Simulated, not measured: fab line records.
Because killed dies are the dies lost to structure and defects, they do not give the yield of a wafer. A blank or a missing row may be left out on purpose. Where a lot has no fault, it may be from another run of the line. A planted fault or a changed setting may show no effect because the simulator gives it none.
Which tool is to blame? / flow sky130 / 12 lots with 36 wafers sampled at 3 steps, on a route of 708 steps

WHAT THE GAUGES SHOWED, per wafer
SKY_VIA3_BOW_MEAS_03. Usual: VIA3_BOW gives 79 um (standard deviation 7.1).
lot=L497; measured=day 38 07:29; on=film-metro-01; VIA3_BOW (um)=82 79 79; flag=
lot=L496; measured=day 38 08:17; on=film-metro-02; VIA3_BOW (um)=91 86 74; flag=
lot=L504; measured=day 41 00:45; on=film-metro-01; VIA3_BOW (um)=75 77 84; flag=
lot=L505; measured=day 41 06:01; on=film-metro-01; VIA3_BOW (um)=78 76 77; flag=
lot=L510; measured=day 42 21:26; on=film-metro-02; VIA3_BOW (um)=78 75 76; flag=
lot=L511; measured=day 42 22:22; on=film-metro-01; VIA3_BOW (um)=74 71 82; flag=
lot=L512; measured=day 43 11:43; on=film-metro-04; VIA3_BOW (um)=92 79 88; flag=
lot=L514; measured=day 43 15:39; on=film-metro-02; VIA3_BOW (um)=81 66 77; flag=
lot=L515; measured=day 43 23:17; on=film-metro-02; VIA3_BOW (um)=72 87 77; flag=
lot=L516; measured=day 44 07:44; on=film-metro-02; VIA3_BOW (um)=68 88 83; flag=
lot=L518; measured=day 44 12:50; on=film-metro-02; VIA3_BOW (um)=70 83 65; flag=
lot=L519; measured=day 44 19:38; on=film-metro-01; VIA3_BOW (um)=78 69 72; flag=

SKY_VIA3_RS_MEAS_22: uses a four-point probe to measure. Usual: VIA3_W_RS gives 0.293 ohm/sq (standard deviation 0.005).
lot=L497; measured=day 39 08:53; on=film-metro-01; VIA3_W_RS (ohm/sq)=0.293 0.289 0.286; flag=
lot=L496; measured=day 39 10:03; on=film-metro-04; VIA3_W_RS (ohm/sq)=0.291 0.293 0.294; flag=
lot=L504; measured=day 42 02:22; on=film-metro-01; VIA3_W_RS (ohm/sq)=0.284 0.286 0.286; flag=
lot=L505; measured=day 42 07:27; on=film-metro-01; VIA3_W_RS (ohm/sq)=0.293 0.292 0.294; flag=
lot=L510; measured=day 43 20:46; on=film-metro-04; VIA3_W_RS (ohm/sq)=0.288 0.290 0.285; flag=
lot=L511; measured=day 43 22:23; on=film-metro-04; VIA3_W_RS (ohm/sq)=0.304 0.297 0.303; flag=
lot=L512; measured=day 44 10:24; on=film-metro-04; VIA3_W_RS (ohm/sq)=0.293 0.298 0.291; flag=
lot=L514; measured=day 44 14:32; on=film-metro-04; VIA3_W_RS (ohm/sq)=0.305 0.305 0.296; flag=
lot=L515; measured=day 44 20:53; on=film-metro-04; VIA3_W_RS (ohm/sq)=0.296 0.291 0.293; flag=
lot=L516; measured=day 45 05:29; on=film-metro-01; VIA3_W_RS (ohm/sq)=0.287 0.287 0.293; flag=
lot=L518; measured=day 45 10:15; on=film-metro-02; VIA3_W_RS (ohm/sq)=0.291 0.301 0.291; flag=
lot=L519; measured=day 45 16:43; on=film-metro-04; VIA3_W_RS (ohm/sq)=0.300 0.296 0.305; flag=

WHAT TOOL EACH LOT RAN ON (gives the tool, then ch and the chambers of the sampled wafers, and finally the start)
lot=L497; SKY_METAL3_METAL_ETCH_18=rie-metal-02 ch 0, day 38 05:34
lot=L496; SKY_METAL3_METAL_ETCH_18=rie-metal-03 ch 0,1, day 38 06:48
lot=L504; SKY_METAL3_METAL_ETCH_18=rie-metal-03 ch 0,1, day 40 23:24
lot=L505; SKY_METAL3_METAL_ETCH_18=rie-metal-01 ch 0,1, day 41 04:41
lot=L510; SKY_METAL3_METAL_ETCH_18=rie-metal-01 ch 0,1, day 42 20:09
lot=L511; SKY_METAL3_METAL_ETCH_18=rie-metal-02 ch 0,1, day 42 21:04
lot=L512; SKY_METAL3_METAL_ETCH_18=rie-metal-03 ch 0,1, day 43 10:24
lot=L514; SKY_METAL3_METAL_ETCH_18=rie-metal-02 ch 0,1, day 43 14:21
lot=L515; SKY_METAL3_METAL_ETCH_18=rie-metal-01 ch 0,1, day 43 22:01
lot=L516; SKY_METAL3_METAL_ETCH_18=rie-metal-03 ch 0,1, day 44 06:24
lot=L518; SKY_METAL3_METAL_ETCH_18=rie-metal-01 ch 0,1, day 44 11:33
lot=L519; SKY_METAL3_METAL_ETCH_18=rie-metal-02 ch 0,1, day 44 18:21
- SKY_METAL3_METAL_ETCH_18: etches the open film in Cl2/BCl3, stops on SiO2, target depth 845 nm, time 183.1 s.

WHAT THE TOOLS THEMSELVES READ (means of the sampled wafers that have a number; where no wafer has one, the mark that the record gives instead)
SKY_METAL3_METAL_ETCH_18. Usual: drypump-motor-current-A 5.9 A, standard deviation 0.5; oes-product-au 0.866 a.u., standard deviation 0.0062; rf-fwd-power-W 896.7 W, standard deviation 3; throttle-valve-pct 22.265 %, standard deviation 0.0093.
lot=L497; tool=rie-metal-02; drypump-motor-current-A (A)=5.5; oes-product-au (a.u.)=0.871; rf-fwd-power-W (W)=897.4; throttle-valve-pct (%)=22.257; flag=
lot=L496; tool=rie-metal-03; drypump-motor-current-A (A)=6.2; oes-product-au (a.u.)=0.870; rf-fwd-power-W (W)=896.1; throttle-valve-pct (%)=22.271; flag=
lot=L504; tool=rie-metal-03; drypump-motor-current-A (A)=6.3; oes-product-au (a.u.)=0.863; rf-fwd-power-W (W)=894.4; throttle-valve-pct (%)=22.274; flag=
lot=L505; tool=rie-metal-01; drypump-motor-current-A (A)=5.7; oes-product-au (a.u.)=0.860; rf-fwd-power-W (W)=895.6; throttle-valve-pct (%)=22.272; flag=
lot=L510; tool=rie-metal-01; drypump-motor-current-A (A)=5.7; oes-product-au (a.u.)=0.859; rf-fwd-power-W (W)=896.9; throttle-valve-pct (%)=22.273; flag=
lot=L511; tool=rie-metal-02; drypump-motor-current-A (A)=5.7; oes-product-au (a.u.)=0.869; rf-fwd-power-W (W)=898.2; throttle-valve-pct (%)=22.264; flag=
lot=L512; tool=rie-metal-03; drypump-motor-current-A (A)=6.2; oes-product-au (a.u.)=0.863; rf-fwd-power-W (W)=895.3; throttle-valve-pct (%)=22.273; flag=
lot=L514; tool=rie-metal-02; drypump-motor-current-A (A)=5.9; oes-product-au (a.u.)=0.856; rf-fwd-power-W (W)=899.5; throttle-valve-pct (%)=22.268; flag=
lot=L515; tool=rie-metal-01; drypump-motor-current-A (A)=5.3; oes-product-au (a.u.)=0.870; rf-fwd-power-W (W)=897.2; throttle-valve-pct (%)=22.260; flag=
lot=L516; tool=rie-metal-03; drypump-motor-current-A (A)=6.1; oes-product-au (a.u.)=0.863; rf-fwd-power-W (W)=894.5; throttle-valve-pct (%)=22.264; flag=
lot=L518; tool=rie-metal-01; drypump-motor-current-A (A)=5.3; oes-product-au (a.u.)=0.864; rf-fwd-power-W (W)=895.8; throttle-valve-pct (%)=22.269; flag=
lot=L519; tool=rie-metal-02; drypump-motor-current-A (A)=5.9; oes-product-au (a.u.)=0.868; rf-fwd-power-W (W)=900.2; throttle-valve-pct (%)=22.262; flag=

THE ANSWER, worked out from the rows above alone
Rule: a lot is off if the mean of its wafers that have a number lies more than 3 standard deviations from the usual mean. A lot without any number at a reading at which 4 lots or more have one is off too. The other lots that the step has rows for count as sound. The gauges are gone through in route order, then the tools' own readings, and for those a lot's mean is taken as printed above. At the first step where some lot is off, the reading lying furthest off is the one used; lots without a number count as furthest.
No lot is off at any reading shown: from this, nothing can be told.

WHAT WAS PUT IN BY THE SIMULATOR
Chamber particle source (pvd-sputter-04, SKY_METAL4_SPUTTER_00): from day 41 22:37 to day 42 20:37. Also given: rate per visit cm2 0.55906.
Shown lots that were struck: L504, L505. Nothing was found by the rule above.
